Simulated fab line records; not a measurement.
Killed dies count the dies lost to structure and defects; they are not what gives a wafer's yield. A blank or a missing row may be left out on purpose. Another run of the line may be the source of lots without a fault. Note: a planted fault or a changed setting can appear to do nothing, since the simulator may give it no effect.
Comparing a struck lot with a sound one | flow sfq line | 17 out of 325 route steps
Sound: wafers L964.1, L964.5, L964.6. Struck: wafers L968.1, L968.2, L968.3. At the end, the cause is stated.
Each step with rows lists, per side, the tool, then ch with its chambers, then its first start. Under that, the readings that differ: sound wafers | struck wafers | difference of the means | sigmas: that difference in standard deviations of wafers without a fault.
alike: readings whose means differ by less than 2 such deviations, and words and numbers that are the same on both sides. not compared: withheld readings, readings that some wafer has no value for, bounds like >300 that may hide the same value, and numbers for which the record gives no deviation and whose values overlap.
Wherever a step has rows on one side only, a row that says differs or no value, or a row with sigmas, the two part there. Numbers that have no deviation but don't overlap get no sigmas and don't part them. A reading that every wafer of one side lacks parts them only if that side has two wafers or more.

first, 2 steps without rows for these wafers: SFQ_TRILAYER_JJ_CE_LITHO_PEB_117 (peb time 60 s); SFQ_TRILAYER_JJ_CE_LITHO_DEVELOP_116 (time 60 s).
SFQ_JJ_OVL_MEAS_931:
  sound: overlay-01 at day 49 14:52; struck: overlay-01 at day 52 20:55
  alike: J5_OVL
SFQ_TRILAYER_JJ_CE_METRO_MEASURE_117:
  sound: cd sem-02 at day 49 14:54; struck: cd sem-02 at day 52 20:58
  alike: cd nm
SFQ_TRILAYER_JJ_CE_BARC_OPEN_RIE_150: chemistry O2, target BARC, target depth 240 nm, time 80 s.
  sound on rie metal-02 ch 0,1, day 49 16:06; struck on rie metal-01 ch 0,1, day 52 22:10
  alike: drypump motor current A, oes product au
  not compared: rf hours counter h
SFQ_TRILAYER_JJ_CE_ETCH_RIE_118: chemistry SF6, target Nb, stops on Al2O3, time 97.7 s, target depth 170 nm.
  sound on rie metal-02 ch 0,1, day 49 16:12; struck on rie metal-01 ch 0,1, day 52 22:15
  alike: drypump motor current A, oes product au
  not compared: rf hours counter h
next, for these wafers, 1 step has no rows: SFQ_TRILAYER_JJ_ANODIZE_ANODIZE_119.
SFQ_TRILAYER_JJ_CE_STRIP_STRIP_120: strips in O2.
  sound on rie metal-04 ch 0,1, day 49 16:48; struck on rie metal-02 ch 0,1, day 52 22:51
  reading               | sound             | struck            | difference | sigmas
  oes product au (a.u.) | 1.031 1.000 1.015 | 0.994 0.991 0.985 | -0.025     | -3
  alike: drypump motor current A, platen temp c
  not compared: rf hours counter h
then, 4 steps without rows for these wafers: SFQ_TRILAYER_JJ_CE_STRIP_SOLV_CLEAN_121 (cleans in NMP, time 600 s); SFQ_TRILAYER_M5_LITHO_COAT_128 (resist thk 62 nm); SFQ_TRILAYER_M5_LITHO_COAT_123 (resist thk 600 nm); SFQ_TRILAYER_M5_LITHO_SOFTBAKE_127.
-- the record jumps here: 6 days lie between the struck wafers' starts before and after --
SFQ_TRILAYER_M5_LITHO_EXPOSE_124: exposes mask M5, target cd 700 nm.
  sound on krf scanner-01 ch 0, day 55 17:14; struck on krf scanner-01 ch 0, day 59 00:16
  reading                    | sound                | struck         | difference | sigmas
  model.M5.overlay x nm (nm) | -1.076 -1.076 -1.076 | 60.4 60.4 60.4 | +61.5      |
  alike: mask, exposure dose mJ cm2
then, 2 steps without rows for these wafers: SFQ_TRILAYER_M5_LITHO_PEB_126 (peb time 60 s); SFQ_TRILAYER_M5_LITHO_DEVELOP_125 (time 60 s).
SFQ_M5_OVL_MEAS_932:
  sound: overlay-02 at day 55 18:44; struck: overlay-02 at day 59 01:46
  reading     | sound    | struck   | difference | sigmas
  M5_OVL (nm) | -1 -7 -3 | 60 61 56 | +63        | +11
SFQ_TRILAYER_M5_BARC_OPEN_METAL_ETCH_161: etches BARC in O2, target depth 125 nm, time 41.7 s.
  sound on rie metal-01 ch 1, day 55 18:46; struck on rie metal-01 ch 0,1, day 59 01:49
  alike: drypump motor current A, oes product au
  not compared: rf hours counter h

## WHERE THEY PART
First at SFQ_TRILAYER_JJ_CE_STRIP_STRIP_120; last, within this record, at SFQ_M5_OVL_MEAS_932. Later steps at which nothing parts them and some readings are alike: SFQ_TRILAYER_M5_BARC_OPEN_METAL_ETCH_161.

WHY: what had been put in by the simulator
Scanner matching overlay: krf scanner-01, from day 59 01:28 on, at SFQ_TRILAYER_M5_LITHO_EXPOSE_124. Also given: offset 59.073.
